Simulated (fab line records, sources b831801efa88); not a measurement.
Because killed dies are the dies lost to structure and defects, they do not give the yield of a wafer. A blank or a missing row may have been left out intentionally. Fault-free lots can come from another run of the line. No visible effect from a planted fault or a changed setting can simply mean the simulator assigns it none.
The tool behind it: which one? -- flow gf180mcu -- 11 lots with 33 wafers sampled at 4 steps, on a route of 602 steps

WHAT THE GAUGES SHOWED, per wafer
GF_V2_BOW_MEAS_05. Usual: for V2_BOW the level is 98 um and the standard deviation is 8.2.
lot,measured,on,V2_BOW (um),flag
L483,day 19 09:59,film-metro-04,100 94 96,
L484,day 19 22:29,film-metro-04,100 95 97,
L486,day 20 12:58,film-metro-01,91 88 97,
L488,day 21 07:34,film-metro-03,97 101 103,
L489,day 21 15:07,film-metro-01,92 95 100,
L492,day 22 19:28,film-metro-01,110 94 103,
L498,day 24 23:03,film-metro-01,105 104 104,
L500,day 25 14:26,film-metro-01,110 107 106,
L501,day 25 17:52,film-metro-03,96 106 113,
L502,day 25 23:57,film-metro-04,109 108 85,
L506,day 27 04:20,film-metro-01,101 79 88,

GF_V2_CD_MEAS_14 targets a cd of 260 nm. Usual: cd-nm reads 259.7 nm (standard deviation 1.3).
lot,measured,on,cd-nm (nm),flag
L483,day 20 10:07,cd-sem-01,257.2 257.0 256.2,
L484,day 20 22:11,cd-sem-02,259.7 259.4 259.6,
L486,day 21 13:32,cd-sem-01,258.8 258.3 258.6,
L488,day 22 07:17,cd-sem-01,260.2 259.5 259.4,
L489,day 22 15:02,cd-sem-02,269.8 269.1 269.1,OFF
L492,day 23 18:17,cd-sem-02,270.2 269.3 269.5,OFF
L498,day 25 20:37,cd-sem-01,260.2 260.3 259.2,
L500,day 26 11:46,cd-sem-01,258.7 258.5 260.1,
L501,day 26 15:28,cd-sem-02,256.9 259.0 259.1,
L502,day 26 20:32,cd-sem-02,259.4 260.0 259.0,
L506,day 28 00:14,cd-sem-01,262.2 263.1 262.8,

WHAT TOOL EACH LOT RAN ON (gives the tool, then ch and the chambers of the sampled wafers, and finally the start)
lot,GF_V1_STRIP_18,GF_V2_COAT_09
L483,"plasma-asher-02 ch 0,1, day 18 07:01","litho-track-04 ch 0, day 19 21:00"
L484,"plasma-asher-03 ch 0,1, day 18 17:50","litho-track-01 ch 0, day 20 10:00"
L486,"plasma-asher-04 ch 0,1, day 19 09:52","litho-track-01 ch 0, day 21 01:00"
L488,"plasma-asher-02 ch 0,1, day 20 04:46","litho-track-04 ch 0, day 21 19:00"
L489,"plasma-asher-02 ch 0,1, day 20 12:35","litho-track-04 ch 0, day 22 02:00"
L492,"plasma-asher-03 ch 0, day 21 17:17","litho-track-04 ch 0, day 23 06:00"
L498,"plasma-asher-03 ch 0,1, day 23 22:20","litho-track-01 ch 0, day 25 10:00"
L500,"plasma-asher-03 ch 0,1, day 24 14:02","litho-track-03 ch 0, day 26 00:00"
L501,"plasma-asher-03 ch 0,1, day 24 17:40","litho-track-04 ch 0, day 26 04:00"
L502,"plasma-asher-02 ch 0,1, day 24 23:55","litho-track-03 ch 0, day 26 10:00"
L506,"plasma-asher-04 ch 0,1, day 26 05:16","litho-track-01 ch 0, day 27 13:00"
- GF_V1_STRIP_18: strips in O2/N2.
- GF_V2_COAT_09: resist thk 1000 nm.

WHAT THE TOOLS THEMSELVES READ (means of the sampled wafers that have a number; where no wafer has one, the mark that the record gives instead)
GF_V1_STRIP_18. Usual: drypump-motor-current-A 5.6 A, standard deviation 0.73; heater-power-w 290 W, standard deviation 22; o2-flow-sccm 3000 sccm, standard deviation 8.2; oes-product-au 0.593 a.u., standard deviation 0.0048; platen-temp-c 250.01 C, standard deviation 0.17.
lot,tool,drypump-motor-current-A (A),heater-power-w (W),o2-flow-sccm (sccm),oes-product-au (a.u.),platen-temp-c (C),flag
L483,plasma-asher-02,5.4,290,3005,0.598,249.95,
L484,plasma-asher-03,6.0,294,3000,0.597,250.01,
L486,plasma-asher-04,4.8,297,2994,0.593,249.84,
L488,plasma-asher-02,5.4,295,2997,0.594,250.02,
L489,plasma-asher-02,5.4,294,3000,0.596,249.98,
L492,plasma-asher-03,6.1,286,3000,0.590,250.09,
L498,plasma-asher-03,5.8,301,3017,0.592,250.22,
L500,plasma-asher-03,5.9,300,2992,0.595,249.88,
L501,plasma-asher-03,6.0,294,2998,0.591,250.22,
L502,plasma-asher-02,5.4,291,2995,0.587,250.07,
L506,plasma-asher-04,4.8,296,2997,0.595,249.80,

THE ANSWER, worked out from the rows above alone
Rule: lot off if the mean of its wafers having a number is beyond 3 standard deviations from the usual mean. Also off: a lot with no number at a reading for which 4 or more lots have one. Any other lot the step has rows for is counted as sound. Order of review: gauges by route order, followed by the tools' own readings, for which a lot's mean as printed above is used. The first step at which some lot is off is used, and at that step the reading that is off furthest; a lot without a number counts as furthest.
Off: L489, L492, at GF_V2_CD_MEAS_14 (cd-nm).
A tool fits if, at a process step before that reading, it ran every lot that is off, and no sound lot after the first of them. Those tools and the gauges at GF_V2_CD_MEAS_14 are tried in the same way. None of those tried fits.

WHAT THE SIMULATOR PUT IN
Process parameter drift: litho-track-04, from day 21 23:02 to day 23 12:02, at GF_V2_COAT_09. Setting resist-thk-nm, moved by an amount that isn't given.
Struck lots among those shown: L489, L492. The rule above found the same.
